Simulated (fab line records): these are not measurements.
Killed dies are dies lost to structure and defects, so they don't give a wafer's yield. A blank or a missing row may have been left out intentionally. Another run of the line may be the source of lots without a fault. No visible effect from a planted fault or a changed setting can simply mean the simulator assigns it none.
The tool behind it: which one? :: flow gf180mcu :: route of 602 steps, sampled at 1 step: 7 lots, 20 wafers

WHAT EACH GAUGE READ, for each wafer
GF_CONTACT_RS_MEAS_25: measures by four-point-probe.
lot: L795
measured: day 17 10:55
on: film metro-04
CONTACT_W_RS (ohm/sq): 0.385 0.382 0.398

lot: L798
measured: day 19 04:56
on: film metro-02
CONTACT_W_RS (ohm/sq): 0.384 0.385 0.387

lot: L800
measured: day 19 21:12
on: film metro-02
CONTACT_W_RS (ohm/sq): 0.380 0.389 0.385

lot: L802
measured: day 20 15:45
on: film metro-01
CONTACT_W_RS (ohm/sq): 0.378 0.386 0.385

lot: L810
measured: day 23 01:35
on: film metro-04
CONTACT_W_RS (ohm/sq): 0.392 0.394

lot: L812
measured: day 23 15:19
on: film metro-02
CONTACT_W_RS (ohm/sq): 0.388 0.393 0.388

lot: L814
measured: day 24 01:23
on: film metro-02
CONTACT_W_RS (ohm/sq): 0.383 0.382 0.379

TOOL THAT RAN EACH LOT (tool first, then ch and the chambers of the sampled wafers, then the start)
Before these readings, the record contains no process step.

THE ANSWER, worked out from the rows above alone
Rule: what is usual is taken from the lots themselves. Put in order of their means at a reading, lots are off if they are a third of the lots or fewer, leave a main group of 4 or more, and stand apart from it by a gap of 3 or more times the standard deviation of the main group's means; of several such gaps the widest counts. A main group whose means are all the same, to the digits that the tables above print for the reading, isn't used. A lot without any number at a reading at which 4 lots or more have one is off too. Where the step has rows for the other lots, those lots are counted as sound.
No lot is off at any reading shown: from this, nothing can be told.

WHAT WAS PUT IN BY THE SIMULATOR
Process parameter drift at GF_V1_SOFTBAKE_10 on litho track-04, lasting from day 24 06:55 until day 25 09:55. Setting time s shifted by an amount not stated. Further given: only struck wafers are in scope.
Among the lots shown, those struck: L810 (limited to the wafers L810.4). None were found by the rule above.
